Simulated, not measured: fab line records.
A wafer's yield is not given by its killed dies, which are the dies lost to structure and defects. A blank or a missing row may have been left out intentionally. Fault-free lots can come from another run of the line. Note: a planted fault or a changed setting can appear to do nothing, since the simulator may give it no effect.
Which tool was responsible? :: flow gf180mcu :: 18 wafers from 6 lots sampled at 4 of the route's 602 steps

== WHAT EACH GAUGE READ, for each wafer ==
GF_PSD_RS_MEAS_14: measures by four-point-probe.
lot: L773
measured: day 14 21:22
on: film-metro-02
NSD_RS (ohm/sq): 46.18 46.25 46.12

lot: L775
measured: day 15 17:41
on: film-metro-02
NSD_RS (ohm/sq): 46.20 46.28 46.17

lot: L779
measured: day 17 01:12
on: film-metro-01
NSD_RS (ohm/sq): 46.22 46.20 46.13

lot: L788
measured: day 20 07:22
on: film-metro-01
NSD_RS (ohm/sq): 44.99 44.96 45.02

lot: L790
measured: day 20 22:25
on: film-metro-01
NSD_RS (ohm/sq): 46.39 46.28 46.28

lot: L793
measured: day 21 21:35
on: film-metro-03
NSD_RS (ohm/sq): 46.18 46.11 46.02

== WHAT TOOL EACH LOT RAN ON (gives the tool, then ch and the chambers of the sampled wafers, and finally the start) ==
lot: L773
GF_HV_LDD_STRIP_10: plasma-asher-03 ch 0,1, day 10 13:58
GF_NSD_IMPLANT_09: implanter-01 ch 0, day 13 23:26
GF_NSD_STRIP_11: plasma-asher-01 ch 0,1, day 13 23:43

lot: L775
GF_HV_LDD_STRIP_10: plasma-asher-03 ch 0,1, day 11 06:41
GF_NSD_IMPLANT_09: implanter-01 ch 0, day 14 19:31
GF_NSD_STRIP_11: plasma-asher-03 ch 0,1, day 14 19:47

lot: L779
GF_HV_LDD_STRIP_10: plasma-asher-03 ch 0,1, day 12 11:43
GF_NSD_IMPLANT_09: implanter-01 ch 0, day 16 02:01
GF_NSD_STRIP_11: plasma-asher-02 ch 0,1, day 16 02:19

lot: L788
GF_HV_LDD_STRIP_10: plasma-asher-02 ch 0,1, day 15 06:47
GF_NSD_IMPLANT_09: implanter-03 ch 0, day 19 06:31
GF_NSD_STRIP_11: plasma-asher-02 ch 0,1, day 19 06:47

lot: L790
GF_HV_LDD_STRIP_10: plasma-asher-04 ch 0,1, day 15 19:47
GF_NSD_IMPLANT_09: implanter-01 ch 0, day 19 20:56
GF_NSD_STRIP_11: plasma-asher-02 ch 0,1, day 19 21:13

lot: L793
GF_HV_LDD_STRIP_10: plasma-asher-03 ch 0,1, day 16 16:44
GF_NSD_IMPLANT_09: implanter-01 ch 0, day 20 21:26
GF_NSD_STRIP_11: plasma-asher-03 ch 0,1, day 20 21:43
- GF_HV_LDD_STRIP_10: strips in O2/N2.
- GF_NSD_IMPLANT_09
- GF_NSD_STRIP_11: strips in O2/N2.

== THE ANSWER, worked out from the rows above alone ==
Rule: usual is defined by the lots themselves. Put in order of their means at a reading, lots are off if they are a third of the lots or fewer, leave a main group of 4 or more, and stand apart from it by a gap of 3 or more times the standard deviation of the main group's means; of several such gaps the widest counts. A main group whose means are all the same, to the digits that the tables above print for the reading, isn't used. Also off: a lot with no number at a reading for which 4 or more lots have one. Where the step has rows for the other lots, those lots are counted as sound.
Off: L788, at GF_PSD_RS_MEAS_14 (NSD_RS). Main group: mean 46.20 ohm/sq, sd 0.069.
If a tool, at a process step before that reading, ran all the lots that are off and no sound lot after the first of them, it fits. The gauges at GF_PSD_RS_MEAS_14 are tried like those tools. 2 tools fit, plasma-asher-02 at GF_HV_LDD_STRIP_10 and implanter-03 at GF_NSD_IMPLANT_09, so this cannot tell which one it is.

== WHAT THE SIMULATOR HAD INSERTED ==
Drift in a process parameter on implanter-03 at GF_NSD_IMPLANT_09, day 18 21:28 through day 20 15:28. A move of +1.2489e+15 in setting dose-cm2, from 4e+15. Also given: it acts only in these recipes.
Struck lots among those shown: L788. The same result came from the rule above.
